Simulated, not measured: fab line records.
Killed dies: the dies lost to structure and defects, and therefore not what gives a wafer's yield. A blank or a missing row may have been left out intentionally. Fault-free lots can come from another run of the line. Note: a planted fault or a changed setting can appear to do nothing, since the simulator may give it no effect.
fab line records | flow sky130
record lots=7 | wafers=21 | lastDay=50
route steps=708 shown METAL4@622
lots untouched by any fault: they come from a run of this same line in which no faults occurred
startH: start of the lot's first displayed wafer, in hours after the record's first day | waitH: hours since the lot's step before | " the same as in the row above | L1.1+2: one row covering several wafers at once | - no value present, or no start provided | * or withheld: withheld | < > ~ a bound
route shown NAME@n: NAME is a module with steps in the file, n the number in the route of the first one | usual: mean and standard deviation over wafers with no fault | same: alike in all rows | chamber/n: place in a boat | sites: the reading at each site | _std_site: the standard deviation of these | _edge_site: the outer-site mean with the inner-site mean subtracted | radiusMm: how far each site lies from the wafer's centre | mask NAME#n: copy n | behind: tool/chamber where the wafer was last shaped | hold: reason for holding the lot/hours on hold/outcome of the hold | device: names the non-switching transistor (n, p or np) | end of line: tests of these same wafers at the route's end | for a step that has no rows: nothing shown but its recipe | killed: dies lost to structure and defects at the first sort, not the wafer's yield | map: a wafer's dies, x killed, . not, _ none there
set.NAME: setting as actually run; set.NAME@STEP: the setting as run at that earlier step | model.NAME: the simulator's own value behind a step, which no gauge read
lots at some steps of the route; a table a step, a row a wafer
services: from which hour (startH, from the record's first day; less than 0 if before it) a tool's chamber was out of use, for how many hours, and why
## steps
# step SKY_METAL4_HMDS_06
# recipe primeTimeS=60 | primeTempC=120
# step SKY_METAL4_COAT_07
# recipe resist=BARC | tempC=withheld | timeS=withheld | spinRpm=3000 | resistThkNm=60
# step SKY_METAL4_COAT_08
# recipe resist=KrF-thick | spinRpm=3000 | resistThkNm=1140
# step SKY_METAL4_SOFTBAKE_09
# recipe tempC=100 | timeS=90 | resist=KrF-thick
# step SKY_METAL4_EXPOSE_10
# recipe maskId=MM4 | na=0.68 | sourceShape=annular | sigmaInner=0.4 | sigmaOuter=0.8 | targetCdNm=300 | doseMj=28
# step SKY_METAL4_PEB_11
# recipe pebTempC=withheld | pebTimeS=withheld | resist=KrF-thick
# step SKY_METAL4_DEVELOP_12
# recipe developTimeS=60 | resist=KrF-thick | devTempC=21
# step SKY_METAL4_CD_MEAS_13
# recipe targetCdNm=300
# usual cdNm=300.3/1.3
lot.wafer | tool     | chamber | startH  | waitH | cdNm
L170.3    | cdSem-01 | -       | 972.29  | -     | 299.7
L170.4    | "        | -       | "       | "     | 300.6
L170.6    | "        | -       | "       | "     | 299.7
L176.1    | cdSem-01 | -       | 1029.60 | -     | 301.2
L176.3    | "        | -       | "       | "     | 301.7
L176.6    | "        | -       | "       | "     | 300.8
L182.3    | cdSem-01 | -       | 1064.63 | -     | 301.7
L182.4    | "        | -       | "       | "     | 300.7
L182.5    | "        | -       | "       | "     | 301.6
L183.3    | cdSem-01 | -       | 1071.49 | -     | 300.6
L183.4    | "        | -       | "       | "     | 301.0
L183.5    | "        | -       | "       | "     | 302.0
L184.3    | cdSem-01 | -       | 1074.69 | -     | 301.7
L184.4    | "        | -       | "       | "     | 301.8
L184.6    | "        | -       | "       | "     | 302.3
L188.3    | cdSem-02 | -       | 1094.48 | -     | 302.6
L188.4    | "        | -       | "       | "     | 300.6
L188.6    | "        | -       | "       | "     | 300.4
L192.2    | cdSem-01 | -       | 1112.21 | -     | 299.3
L192.4    | "        | -       | "       | "     | 300.2
L192.6    | "        | -       | "       | "     | 298.4
# step SKY_METAL4_OVL_MEAS_14
# usual METAL4_OVL=-2/5.6
lot.wafer | tool       | chamber | startH  | waitH | METAL4_OVL[nm]
L170.3    | overlay-01 | -       | 972.38  | 0.1   | 0
L170.4    | "          | -       | "       | "     | -4
L170.6    | "          | -       | "       | "     | 4
L176.1    | overlay-01 | -       | 1029.72 | 0.1   | -2
L176.3    | "          | -       | "       | "     | -2
L176.6    | "          | -       | "       | "     | -4
L182.3    | overlay-02 | -       | 1064.72 | 0.1   | -4
L182.4    | "          | -       | "       | "     | -7
L182.5    | "          | -       | "       | "     | -7
L183.3    | overlay-01 | -       | 1071.58 | 0.1   | 2
L183.4    | "          | -       | "       | "     | 3
L183.5    | "          | -       | "       | "     | 0
L184.3    | overlay-01 | -       | 1074.78 | 0.1   | -1
L184.4    | "          | -       | "       | "     | 2
L184.6    | "          | -       | "       | "     | 2
L188.3    | overlay-01 | -       | 1094.57 | 0.1   | 9
L188.4    | "          | -       | "       | "     | 2
L188.6    | "          | -       | "       | "     | 5
L192.2    | overlay-02 | -       | 1112.31 | 0.1   | -11
L192.4    | "          | -       | "       | "     | -19
L192.6    | "          | -       | "       | "     | -8
# step SKY_METAL4_DESCUM_15
# recipe chemistry=O2 | sourcePowerW=150 | biasPowerW=0 | pressureMtorr=10 | tempC=40 | timeS=8
# usual drypumpMotorCurrentA=5.8/0.31 | oesProductAu=0.998/0.012
lot.wafer | tool        | chamber | startH  | waitH | drypumpMotorCurrentA | oesProductAu | rfHoursCounterH
L170.3    | rieMetal-02 | 1       | 972.42  | 0.0   | 6.1                  | 1.005        | -
L170.4    | "           | 0       | "       | "     | 6.0                  | 1.023        | -
L170.6    | "           | 0       | "       | "     | 6.0                  | 1.021        | -
L176.1    | rieMetal-01 | 0       | 1029.76 | 0.0   | 5.8                  | 0.995        | 6
L176.3    | "           | 1       | "       | "     | 5.3                  | 1.000        | -
L176.6    | "           | 0       | "       | "     | 5.8                  | 0.996        | -
L182.3    | rieMetal-01 | 1       | 1064.75 | 0.0   | 5.3                  | 0.988        | -
L182.4    | "           | 0       | "       | "     | 5.8                  | 0.994        | -
L182.5    | "           | 1       | "       | "     | 5.3                  | 0.995        | -
L183.3    | rieMetal-01 | 1       | 1071.62 | 0.0   | 5.3                  | 0.999        | -
L183.4    | "           | 0       | "       | "     | 5.8                  | 0.991        | -
L183.5    | "           | 1       | "       | "     | 5.3                  | 0.994        | -
L184.3    | rieMetal-03 | 0       | 1074.82 | 0.0   | 5.9                  | 0.993        | -
L184.4    | "           | 1       | "       | "     | 6.0                  | 0.991        | -
L184.6    | "           | 1       | "       | "     | 6.0                  | 0.991        | -
L188.3    | rieMetal-01 | 1       | 1094.60 | 0.0   | 5.3                  | 1.000        | -
L188.4    | "           | 0       | "       | "     | 5.8                  | 0.995        | -
L188.6    | "           | 1       | "       | "     | 5.3                  | 0.996        | -
L192.2    | rieMetal-03 | 1       | 1112.34 | 0.0   | 6.0                  | 0.978        | 24
L192.4    | "           | 0       | "       | "     | 5.9                  | 1.003        | -
L192.6    | "           | 1       | "       | "     | 6.0                  | 0.990        | -
# step SKY_METAL4_ETCH_16
# recipe chemistry=N2/H2 | target=BARC | ionEnergyEv=200 | biasW=100 | pressureMtorr=30 | n2FlowSccm=100 | h2FlowSccm=200 | icpW=500 | stopOn=SiO2 | timeS=88.2 | targetDepthA=600
# usual drypumpMotorCurrentA=5.8/0.31 | oesProductAu=0.626/0.0049 | throttleValvePct=13.205/0.0087
lot.wafer | tool        | chamber | startH  | waitH | drypumpMotorCurrentA | oesProductAu | rfHoursCounterH | throttleValvePct
L170.3    | rieMetal-02 | 1       | 972.47  | 0.0   | 6.1                  | 0.625        | -               | 13.204
L170.4    | "           | 0       | "       | "     | 6.1                  | 0.632        | -               | 13.195
L170.6    | "           | 0       | "       | "     | 6.0                  | 0.631        | -               | 13.202
L176.1    | rieMetal-01 | 0       | 1029.79 | 0.0   | 5.8                  | 0.620        | 6               | 13.197
L176.3    | "           | 1       | "       | "     | 5.3                  | 0.630        | -               | 13.203
L176.6    | "           | 0       | "       | "     | 5.8                  | 0.626        | -               | 13.201
L182.3    | rieMetal-01 | 1       | 1064.81 | 0.0   | 5.3                  | 0.629        | -               | 13.199
L182.4    | "           | 0       | "       | "     | 5.8                  | 0.624        | -               | 13.208
L182.5    | "           | 1       | "       | "     | 5.3                  | 0.626        | -               | 13.202
L183.3    | rieMetal-01 | 1       | 1071.67 | 0.0   | 5.3                  | 0.628        | -               | 13.193
L183.4    | "           | 0       | "       | "     | 5.8                  | 0.626        | -               | 13.218
L183.5    | "           | 1       | "       | "     | 5.3                  | 0.624        | -               | 13.184
L184.3    | rieMetal-03 | 0       | 1074.87 | 0.0   | 5.8                  | 0.628        | -               | 13.207
L184.4    | "           | 1       | "       | "     | 6.0                  | 0.618        | -               | 13.216
L184.6    | "           | 1       | "       | "     | 6.0                  | 0.629        | -               | 13.207
L188.3    | rieMetal-01 | 1       | 1094.66 | 0.0   | 5.3                  | 0.627        | -               | 13.213
L188.4    | "           | 0       | "       | "     | 5.8                  | 0.621        | -               | 13.208
L188.6    | "           | 1       | "       | "     | 5.3                  | 0.624        | -               | 13.204
L192.2    | rieMetal-03 | 1       | 1112.38 | 0.0   | 6.0                  | 0.639        | 24              | 13.202
L192.4    | "           | 0       | "       | "     | 5.8                  | 0.630        | -               | 13.212
L192.6    | "           | 1       | "       | "     | 6.0                  | 0.626        | -               | 13.201
# step SKY_METAL4_ETCH_17
# recipe target=SiO2 | stopOn=TiN | chemistry=C4F8/O2/Ar | sourceW=1500 | biasW=1200 | pressureMtorr=40 | c4f8FlowSccm=withheld | O2_flow_sccm=6 | Ar_flow_sccm=300 | timeS=3.9 | targetDepthA=150
# usual oesProductAu=0.754/0.0073
lot.wafer | tool       | chamber | startH  | waitH | oesProductAu | rfHoursCounterH
L170.3    | rieDiel-01 | 2       | 972.54  | 0.0   | 0.752        | 14
L170.4    | "          | 3       | "       | "     | 0.760        | 17
L170.6    | "          | 3       | "       | "     | 0.762        | -
L176.1    | rieDiel-01 | 2       | 1029.89 | 0.1   | 0.761        | 16
L176.3    | "          | 3       | "       | "     | 0.767        | 19
L176.6    | "          | 2       | "       | "     | 0.768        | -
L182.3    | rieDiel-02 | 0       | 1064.87 | 0.0   | 0.757        | 2
L182.4    | "          | 2       | "       | "     | 0.762        | 19
L182.5    | "          | 2       | "       | "     | 0.757        | -
L183.3    | rieDiel-02 | 0       | 1071.74 | 0.0   | 0.759        | 2
L183.4    | "          | 3       | "       | "     | 0.753        | 7
L183.5    | "          | 1       | "       | "     | 0.753        | -
L184.3    | rieDiel-02 | 0       | 1074.94 | 0.0   | 0.741        | 2
L184.4    | "          | 1       | "       | "     | 0.752        | 24
L184.6    | "          | 3       | "       | "     | 0.754        | -
L188.3    | rieDiel-01 | 1       | 1094.72 | 0.0   | 0.756        | 26
L188.4    | "          | 3       | "       | "     | 0.770        | 22
L188.6    | "          | 1       | "       | "     | 0.755        | -
L192.2    | rieDiel-02 | 2       | 1112.47 | 0.1   | 0.746        | 21
L192.4    | "          | 3       | "       | "     | 0.764        | -
L192.6    | "          | 0       | "       | "     | 0.757        | -
# step SKY_METAL4_METAL_ETCH_18
# recipe targetDepthA=8450 | stopOn=SiO2 | overEtchFrac=0.3 | timeS=183.1 | chemistry=Cl2/BCl3 | resistSidewallDeg=88 | pressureMtorr=10 | icpW=900 | biasW=48.5 | Cl2_flow_sccm=60 | bcl3FlowSccm=30
# usual drypumpMotorCurrentA=5.85/0.26 | mfcCl2Sccm=60.03/0.18 | oesProductAu=0.864/0.0065 | throttleValvePct=22.263/0.0087
lot.wafer | tool        | chamber | startH  | waitH | drypumpMotorCurrentA | mfcCl2Sccm | oesProductAu | rfHoursCounterH | throttleValvePct | model.KrF-thick_of_METAL4_COAT_08.thkNm | model.METAL4.featureDepthNm | model.etch.depthNm
L170.3    | rieMetal-01 | 0       | 972.68  | 0.1   | 5.81                 | 59.92      | 0.868        | -               | 22.271           | 539.1                                   | 864.9                       | 864.9
L170.4    | "           | 0       | "       | "     | 5.81                 | 59.86      | 0.861        | -               | 22.260           | 541.6                                   | 862.8                       | 862.8
L170.6    | "           | 0       | "       | "     | 5.82                 | 59.72      | 0.875        | -               | 22.255           | 542.1                                   | 869.6                       | 869.6
L176.1    | rieMetal-03 | 0       | 1029.91 | 0.0   | 5.86                 | 60.05      | 0.865        | 8               | 22.267           | 529.1                                   | 870.4                       | 870.4
L176.3    | "           | 0       | "       | "     | 5.90                 | 60.16      | 0.868        | -               | 22.268           | 524.3                                   | 870.6                       | 870.6
L176.6    | "           | 0       | "       | "     | 5.90                 | 59.97      | 0.872        | -               | 22.266           | 529.7                                   | 872.1                       | 872.1
L182.3    | rieMetal-03 | 1       | 1064.95 | 0.1   | 5.95                 | 60.05      | 0.810        | -               | 22.279           | 687.1                                   | 762.1                       | 762.1
L182.4    | "           | 0       | "       | "     | 5.86                 | 60.16      | 0.865        | -               | 22.264           | 517.9                                   | 868.8                       | 868.8
L182.5    | "           | 1       | "       | "     | 5.97                 | 60.16      | 0.856        | -               | 22.266           | 530.2                                   | 858.9                       | 858.9
L183.3    | rieMetal-03 | 0       | 1071.82 | 0.1   | 5.89                 | 59.87      | 0.821        | -               | 22.277           | 686.8                                   | 778                         | 778
L183.4    | "           | 1       | "       | "     | 5.95                 | 59.95      | 0.870        | -               | 22.261           | 544.5                                   | 868.4                       | 868.4
L183.5    | "           | 1       | "       | "     | 5.95                 | 60.23      | 0.860        | -               | 22.254           | 543.6                                   | 864.7                       | 864.7
L184.3    | rieMetal-02 | 1       | 1075.02 | 0.1   | 6.13                 | 60.13      | 0.861        | -               | 22.245           | 522.7                                   | 859.9                       | 859.9
L184.4    | "           | 0       | "       | "     | 6.02                 | 59.83      | 0.865        | -               | 22.267           | 517.8                                   | 861.7                       | 861.7
L184.6    | "           | 0       | "       | "     | 6.02                 | 59.65      | 0.870        | -               | 22.254           | 516.5                                   | 864.7                       | 864.7
L188.3    | rieMetal-03 | 0       | 1094.80 | 0.1   | 5.87                 | 59.83      | 0.818        | -               | 22.265           | 692.8                                   | 782                         | 782
L188.4    | "           | 1       | "       | "     | 5.95                 | 59.90      | 0.859        | -               | 22.275           | 541                                     | 855.8                       | 855.8
L188.6    | "           | 0       | "       | "     | 5.89                 | 60.04      | 0.813        | -               | 22.260           | 696.4                                   | 777.8                       | 777.8
L192.2    | rieMetal-01 | 1       | 1112.49 | 0.0   | 5.28                 | 60.02      | 0.867        | 8               | 22.271           | 532.2                                   | 868.5                       | 868.5
L192.4    | "           | 1       | "       | "     | 5.28                 | 60.40      | 0.863        | -               | 22.261           | 534                                     | 873.8                       | 873.8
L192.6    | "           | 1       | "       | "     | 5.29                 | 60.23      | 0.863        | -               | 22.271           | 539.9                                   | 878.9                       | 878.9
# step SKY_METAL4_STRIP_19
# recipe chemistry=O2/N2 | powerW=1400 | pressureMtorr=1500 | platenTempC=withheld | o2FlowSccm=3000 | n2FlowSccm=300 | overashFraction=0.5
# usual drypumpMotorCurrentA=5.8/0.41 | oesProductAu=0.503/0.0058 | stripTimeToEndpointS=6.54/0.1
lot.wafer | tool           | chamber | startH  | waitH | drypumpMotorCurrentA | oesProductAu | rfHoursCounterH | stripTimeToEndpointS
L170.3    | plasmaAsher-03 | 0       | 972.95  | 0.2   | 5.0                  | 0.507        | -               | 6.66
L170.4    | "              | 1       | "       | "     | 5.8                  | 0.508        | -               | 6.70
L170.6    | "              | 0       | "       | "     | 5.0                  | 0.506        | -               | 6.68
L176.1    | plasmaAsher-01 | 0       | 1030.26 | 0.3   | 5.7                  | 0.506        | 28              | 6.55
L176.3    | "              | 0       | "       | "     | 5.7                  | 0.499        | -               | 6.50
L176.6    | "              | 1       | "       | "     | 6.1                  | 0.501        | -               | 6.56
L182.3    | plasmaAsher-01 | 0       | 1065.10 | 0.1   | 5.7                  | 0.570        | -               | 8.11
L182.4    | "              | 1       | "       | "     | 6.1                  | 0.500        | -               | 6.44
L182.5    | "              | 0       | "       | "     | 5.7                  | 0.502        | -               | 6.55
L183.3    | plasmaAsher-02 | 0       | 1071.97 | 0.1   | 6.2                  | 0.566        | -               | 8.13
L183.4    | "              | 1       | "       | "     | 5.4                  | 0.511        | -               | 6.71
L183.5    | "              | 0       | "       | "     | 6.2                  | 0.504        | -               | 6.70
L184.3    | plasmaAsher-01 | 0       | 1075.17 | 0.1   | 5.7                  | 0.501        | -               | 6.49
L184.4    | "              | 1       | "       | "     | 6.1                  | 0.495        | -               | 6.45
L184.6    | "              | 1       | "       | "     | 6.1                  | 0.500        | -               | 6.42
L188.3    | plasmaAsher-01 | 0       | 1094.95 | 0.1   | 5.7                  | 0.570        | -               | 8.16
L188.4    | "              | 1       | "       | "     | 6.2                  | 0.515        | -               | 6.67
L188.6    | "              | 1       | "       | "     | 6.1                  | 0.573        | -               | 8.20
L192.2    | plasmaAsher-02 | 0       | 1112.67 | 0.1   | 6.2                  | 0.506        | 66              | 6.58
L192.4    | "              | 0       | "       | "     | 6.2                  | 0.509        | -               | 6.61
L192.6    | "              | 1       | "       | "     | 5.4                  | 0.501        | -               | 6.66
# step SKY_METAL4_STRIP_20
# recipe chemistry=postEtchResidueRemover | timeS=1200 | tempC=72.5
## services
tool           | chamber | startH  | hours | kind
rieDiel-02     | 2       | 961.55  | 20.1  | repair
rieDiel-01     | 2       | 965.29  | 5.4   | repair
rieMetal-01    | 1       | 971.73  | -     | clean
rieMetal-01    | 1       | 971.73  | 15.6  | scheduledDown
rieMetal-01    | 1       | 971.73  | 15.6  | ventCycle
rieDiel-02     | 0       | 981.61  | -     | clean
rieDiel-02     | 0       | 981.61  | 17.1  | scheduledDown
rieDiel-02     | 0       | 981.61  | 17.1  | ventCycle
plasmaAsher-01 | -       | 1009.62 | 2.8   | pm
rieMetal-03    | 1       | 1011.18 | 27.6  | repair
rieDiel-02     | 2       | 1022.77 | 1.9   | repair
plasmaAsher-03 | -       | 1029.53 | 2.1   | repair
rieMetal-03    | 0       | 1031.79 | 19.2  | repair
plasmaAsher-03 | -       | 1055.25 | 9.0   | pm
plasmaAsher-03 | 0       | 1055.25 | 9.0   | ventCycle
plasmaAsher-01 | -       | 1069.00 | 4.1   | repair
plasmaAsher-02 | -       | 1074.96 | 18.7  | repair
rieMetal-02    | -       | 1079.93 | 2.8   | pm
rieDiel-02     | 1       | 1088.39 | 2.7   | repair
rieMetal-03    | -       | 1091.13 | 2.8   | pm
rieDiel-02     | 1       | 1097.57 | -     | clean
rieDiel-02     | 1       | 1097.57 | 34.6  | scheduledDown
rieDiel-02     | 1       | 1097.57 | 34.6  | ventCycle
plasmaAsher-02 | -       | 1106.93 | 0.6   | repair
## key
firstSign step=SKY_METAL4_METAL_ETCH_18 | reading=oesProductAu | direction=down | sigmas=7.4 | usual=0.864 | struck=0.816
effect step=SKY_METAL4_STRIP_19 | reading=stripTimeToEndpointS | direction=up | sigmas=16 | usual=* | struck=*
modelEffect step=SKY_METAL4_METAL_ETCH_18 | value=KrF-thick_of_METAL4_COAT_08.thkNm | without=529.6 | struck=690.8
metAt SKY_METAL4_METAL_ETCH_18
struckWafers L182.3,L183.3,L188.3,L188.6
laterRowsLeftOut L182.3,L183.3,L188.3,L188.6
sortLeftOut L182.3,L183.3,L188.3,L188.6
onsetBetween 1029.91 1064.95
fault kind=processParameterDrift | tool=rieMetal-03 | chamber=- | onsetH=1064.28 | steps=SKY_METAL4_METAL_ETCH_18 | channel=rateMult | offset=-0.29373 | shape=step | endH=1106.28 | scope=struckWafersOnly
# sortLeftOut: the simulated sort isn't trusted on such a fault, so these wafers' sort isn't shown, and their yield isn't known
# laterRowsLeftOut: the simulator's readings of these wafers behind a module that went badly wrong aren't trusted and aren't shown, but for the sort
